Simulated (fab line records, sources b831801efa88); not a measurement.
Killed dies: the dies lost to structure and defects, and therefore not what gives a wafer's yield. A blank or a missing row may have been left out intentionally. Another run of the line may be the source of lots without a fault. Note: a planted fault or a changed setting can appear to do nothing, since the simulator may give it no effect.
Comparing a struck lot with a sound one + flow sky130 + 14 steps out of a route of 708
Sound: the wafers L304.4, L304.5, L304.6. Struck: wafers L293.1, L293.2, L293.3. The cause is named last.
At each step with rows: each side's tool, then ch and its chambers, then its first start. Under that, the readings that differ: sound wafers + struck wafers + difference of the means + sigmas: that difference in standard deviations of wafers without a fault.
alike: a reading whose means differ by less than 2 such deviations, as well as words and numbers matching on both sides. not compared: withheld readings; readings where some wafer has no value; bounds like >300 that might hide an equal value; numbers whose values overlap and for which the record gives no deviation.
A row with sigmas, a row that says differs or no value, or rows on one side alone: a step with any of these is where the two part. Numbers that have no deviation but don't overlap get no sigmas and don't part them. A reading missing from all wafers of one side parts the sides only when that side holds two or more wafers.

SKY_LDD_LDN_TW_MEAS_13:
  sound on film_metro-04, day 27 21:44; struck on film_metro-03, day 24 02:39
  alike: LDD_LDN_TW
then, 2 steps without rows for these wafers: SKY_LDD_LDN_CLEAN_14 (cleans in SC1/SC2, time 150 s); SKY_SPACER_CVD_00 (deposits Si3N4 from DCS/NH3, target thk 43.1 nm, time 740 s).
SKY_SPACER_THK_MEAS_01:
  sound on film_metro-02, day 27 23:55; struck on film_metro-04, day 24 04:34
  alike: SPACER_CVD_00_THK
SKY_SPACER_ETCHBACK_02: etches Si3N4 in CH3F/O2, stops on SiO2, time 46.7 s, target depth 45 nm.
  sound on rie_diel-04 ch 1,2, day 27 23:58; struck on rie_diel-01 ch 0,2,3, day 24 04:37
| reading                     | sound       | struck      | difference                   | sigmas |
|-----------------------------|-------------|-------------|------------------------------|--------|
| drypump_motor_current_A (A) | 6.4 6.3 6.4 | 5.1 4.8 5.8 | -1.1                         | -2     |
| rf_hours_counter_h (h)      | - - -       | 3 50 71     | no value on the sound wafers |        |
  alike: oes_product_au, throttle_valve_pct
then, 7 steps without rows for these wafers: SKY_POLY_CUT_DEHYDRATE_00 (time 60 s); SKY_POLY_CUT_HMDS_01 (prime time 60 s); SKY_POLY_CUT_COAT_02 (resist thk 60 nm); SKY_POLY_CUT_COAT_03 (resist thk 450 nm); SKY_POLY_CUT_SOFTBAKE_04 (time 90 s); SKY_POLY_CUT_EXPOSE_05 (exposes mask NPCM, target cd 270 nm); SKY_POLY_CUT_PEB_06.
SKY_POLY_CUT_DEVELOP_07: develop time 60 s.
  sound on litho_track-04 ch 0, day 29 03:00; struck on litho_track-03, day 25 09:00
  no value came back on the struck wafers for chill_plate_temp_C (C), develop_time_s (s); on the sound wafers chill_plate_temp_C (C) reads 22.98 23.13 23.04
| reading                                         | sound             | struck            | difference | sigmas |
|-------------------------------------------------|-------------------|-------------------|------------|--------|
| model.KrF-thick_of_POLY_CUT_COAT_03.thk_nm (nm) | 437.8 437.5 436.1 | 450.2 450.2 449.8 | +12.9      |        |
SKY_POLY_CUT_CD_MEAS_08: target cd 270 nm.
  sound on cd_sem-01, day 29 03:54; struck on cd_sem-02, day 25 10:02
| reading    | sound             | struck | difference                    | sigmas |
|------------|-------------------|--------|-------------------------------|--------|
| cd_nm (nm) | 270.7 269.6 271.9 | - - -  | no value on the struck wafers |        |

WHERE THEY PART
First at SKY_SPACER_ETCHBACK_02; last, within this record, at SKY_POLY_CUT_CD_MEAS_08.

WHY: the cause the simulator had injected
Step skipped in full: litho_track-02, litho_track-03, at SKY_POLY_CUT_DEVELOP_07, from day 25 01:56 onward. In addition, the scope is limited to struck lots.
